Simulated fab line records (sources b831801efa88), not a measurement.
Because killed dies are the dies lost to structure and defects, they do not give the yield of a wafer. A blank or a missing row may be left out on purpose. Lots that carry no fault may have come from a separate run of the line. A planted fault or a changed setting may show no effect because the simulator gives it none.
The tool behind it: which one? | flow gf180mcu | 6 lots, 18 wafers sampled, at 3 steps of a route of 602

## WHAT THE GAUGES READ, wafer by wafer
GF_CONTACT_RS_MEAS_25: the measuring method here is four-point-probe.
lot  | measured     | on            | CONTACT_W_RS (ohm/sq)
L535 | day 16 06:53 | film_metro-04 | 0.380 0.392 0.385
L538 | day 17 10:25 | film_metro-01 | 45.341 43.892 43.903
L546 | day 20 16:23 | film_metro-01 | 0.390 0.390 0.393
L548 | day 21 05:21 | film_metro-01 | 0.380 0.383 0.380
L551 | day 22 04:52 | film_metro-01 | 0.381 0.380 0.384
L554 | day 23 08:08 | film_metro-03 | 0.390 0.380 0.390

## TOOL THAT RAN EACH LOT (tool first, then ch and the chambers of the sampled wafers, then the start)
lot  | GF_SALICIDE_RTA_06               | GF_CONTACT_CVD_24
L535 | rtp_anneal-01 ch 0, day 15 07:53 | cvd_w-02 ch 0,1, day 16 06:47
L538 | rtp_anneal-01 ch 0, day 16 10:38 | cvd_w-02 ch 0, day 17 10:18
L546 | rtp_anneal-01 ch 0, day 19 14:15 | cvd_w-02 ch 0,1, day 20 16:17
L548 | rtp_anneal-02 ch 0, day 20 04:32 | cvd_w-02 ch 0,1, day 21 05:15
L551 | rtp_anneal-01 ch 0, day 21 03:15 | cvd_w-01 ch 0,1, day 22 04:44
L554 | rtp_anneal-02 ch 0, day 22 06:38 | cvd_w-01 ch 0,1, day 23 08:02
- GF_SALICIDE_RTA_06: time 30 s.
- GF_CONTACT_CVD_24: deposits W, target thk 300 nm, time 90.339 s.

## THE ANSWER, worked out from the rows above alone
Rule: usual is defined by the lots themselves. The widest of any qualifying gaps counts: lots, ordered by their means at a reading, are off when they make up no more than a third of the lots, leave a main group of 4 or more, and stand apart from it by 3 or more times the standard deviation of that group's means. The tables above print the reading to a certain number of digits; a main group whose means all agree to those digits is not used. Also off: a lot with no number at a reading for which 4 or more lots have one. The other lots that the step has rows for count as sound.
Off: at GF_CONTACT_RS_MEAS_25 (CONTACT_W_RS), L538. The main group has a mean of 0.385 ohm/sq with a standard deviation of 0.0036.
If a tool, at a process step before that reading, ran all the lots that are off and no sound lot after the first of them, it fits. Those tools and the gauges at GF_CONTACT_RS_MEAS_25 are tried in the same way. None of those tried fits.

## WHAT WAS PUT IN BY THE SIMULATOR
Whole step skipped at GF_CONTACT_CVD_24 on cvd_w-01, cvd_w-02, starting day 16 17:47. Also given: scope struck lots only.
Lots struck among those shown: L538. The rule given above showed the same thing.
